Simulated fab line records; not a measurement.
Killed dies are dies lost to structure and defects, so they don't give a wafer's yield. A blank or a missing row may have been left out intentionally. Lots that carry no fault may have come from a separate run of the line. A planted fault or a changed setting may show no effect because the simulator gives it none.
What tool caused it? :: flow sky130 :: 7 lots, 20 wafers sampled, at 1 step of a route of 708

## WHAT THE GAUGES SHOWED, per wafer
SKY_SONOS_ONO_THK_MEAS_01.
lot: L105
measured: day 11 16:52
on: film_metro-02
SONOS_ONO_OXIDATION_THK (nm): 2.60 2.58 2.67

lot: L109
measured: day 12 23:28
on: film_metro-01
SONOS_ONO_OXIDATION_THK (nm): 2.56 2.55 2.60

lot: L116
measured: day 15 11:25
on: film_metro-04
SONOS_ONO_OXIDATION_THK (nm): 2.62 2.58

lot: L118
measured: day 15 22:53
on: film_metro-02
SONOS_ONO_OXIDATION_THK (nm): 2.56 2.67 2.64

lot: L123
measured: day 17 21:33
on: film_metro-04
SONOS_ONO_OXIDATION_THK (nm): 2.56 2.61 2.61

lot: L125
measured: day 18 02:17
on: film_metro-02
SONOS_ONO_OXIDATION_THK (nm): 2.59 2.54 2.61

lot: L127
measured: day 18 22:11
on: film_metro-04
SONOS_ONO_OXIDATION_THK (nm): 2.50 2.57 2.61

## WHAT TOOL EACH LOT RAN ON (gives the tool, then ch and the chambers of the sampled wafers, and finally the start)
No process step before these readings appears in the record.

## THE ANSWER, worked out from the rows above alone
Rule: what is usual is taken from the lots themselves. Put in order of their means at a reading, lots are off if they are a third of the lots or fewer, leave a main group of 4 or more, and stand apart from it by a gap of 3 or more times the standard deviation of the main group's means; of several such gaps the widest counts. The tables above print the reading to a certain number of digits; a main group whose means all agree to those digits is not used. Also off: a lot with no number at a reading for which 4 or more lots have one. All remaining lots with rows at the step are treated as sound.
None of the lots is off at any reading shown; this tells nothing.

## WHAT THE SIMULATOR HAD INSERTED
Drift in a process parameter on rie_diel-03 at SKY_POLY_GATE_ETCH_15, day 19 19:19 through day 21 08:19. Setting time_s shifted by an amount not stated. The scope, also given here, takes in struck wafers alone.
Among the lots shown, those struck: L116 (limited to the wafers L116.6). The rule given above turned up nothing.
